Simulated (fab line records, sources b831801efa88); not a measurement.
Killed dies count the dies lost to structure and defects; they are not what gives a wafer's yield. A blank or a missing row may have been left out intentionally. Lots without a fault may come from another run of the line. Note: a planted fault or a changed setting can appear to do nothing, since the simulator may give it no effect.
Chamber matching | flow gf180mcu | GF_CONTACT_CMP_27 on cmp-01 has 4 sister chambers
The step polishes, stops on SiO2, t overpolish 15 s, target thk 0 nm. 20 wafers are shown with their chamber, then 10 later ones without.

== WAFERS WITH THEIR CHAMBER ==
wafer  | chamber | motor-current-A (A) | time-to-endpoint-s (s) | slurry-flow-ml-min
L636.2 | 3       | 10.0                | 70                     | 150.2
L636.3 | 2       | 10.2                | 70                     | 150.6
L636.5 | 1       | 11.2                | 77                     | 149.5
L637.1 | 1       | 11.1                | 72                     | 150.0
L637.2 | 3       | 9.3                 | 71                     | 149.6
L637.4 | 2       | 10.9                | 73                     | 150.6
L641.2 | 2       | 9.7                 | 76                     | 149.9
L641.4 | 0       | 8.7                 | 70                     | 149.9
L641.6 | 1       | 11.3                | 78                     | 150.4
L642.3 | 3       | 9.3                 | 70                     | 149.8
L642.4 | 2       | 10.0                | 70                     | 150.0
L642.6 | 3       | 10.0                | 70                     | 149.9
L645.2 | 0       | 9.0                 | 68                     | 149.6
L645.3 | 2       | 10.1                | 71                     | 150.2
L645.5 | 1       | 11.5                | 73                     | 150.2
L651.1 | 3       | 9.9                 | 73                     | 150.1
L651.2 | 1       | 10.9                | 77                     | 149.4
L651.3 | 0       | 9.2                 | 68                     | 148.7
L653.3 | 2       | 9.9                 | 68                     | 150.0
L653.4 | 3       | 9.7                 | 70                     | 149.8

SIGNATURES (means of the wafers above)
reading            | chamber 0 | chamber 1 | chamber 2 | chamber 3 | scatter within a chamber
motor-current-A    | 8.967     | 11.200    | 10.133    | 9.700     | 0.328
time-to-endpoint-s | 68.67     | 75.40     | 71.33     | 70.67     | 2.22
slurry-flow-ml-min | 149.400   | 149.900   | 150.217   | 149.900   | 0.377
Rule: distance of a wafer from a chamber = root of the sum over the readings of ((wafer's reading minus chamber's mean) / reading's scatter) squared. The wafer belongs to the nearest chamber; if the next one is less than 2 further off, it can't be placed. How the scatter is found: for the shown wafers, subtract from each reading the mean of its chamber, square and add these, divide the total by (wafers less chambers), then take the root.

== WAFERS WHOSE CHAMBER IS MISSING ==
wafer  | motor-current-A (A) | time-to-endpoint-s (s) | slurry-flow-ml-min
L653.6 | 9.2                 | 63                     | 150.2
L654.1 | 10.3                | 68                     | 149.9
L654.2 | 8.9                 | 65                     | 149.4
L654.4 | 9.8                 | 71                     | 150.0
L658.1 | 10.2                | 74                     | 150.4
L658.2 | 10.3                | 74                     | 149.9
L658.5 | 9.0                 | 69                     | 149.9
L659.1 | 10.0                | 74                     | 149.8
L659.3 | 11.1                | 76                     | 150.1
L659.6 | 10.8                | 79                     | 150.2

== EACH ONE'S CHAMBER ==
wafer  | from the rows above          | in truth
L653.6 | can't be placed: 0 or 3 or 2 | 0
L654.1 | can't be placed: 2 or 3      | 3
L654.2 | 0                            | 0
L654.4 | can't be placed: 3 or 2      | 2
L658.1 | can't be placed: 2 or 3      | 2
L658.2 | can't be placed: 2 or 3 or 1 | 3
L658.5 | can't be placed: 0 or 3      | 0
L659.1 | can't be placed: 2 or 3      | 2
L659.3 | 1                            | 1
L659.6 | can't be placed: 1 or 2      | 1
2 of 10 placed correctly. From these rows, 8 cannot be placed; in 8 the true chamber is one of the candidates. Number placed wrongly: 0.
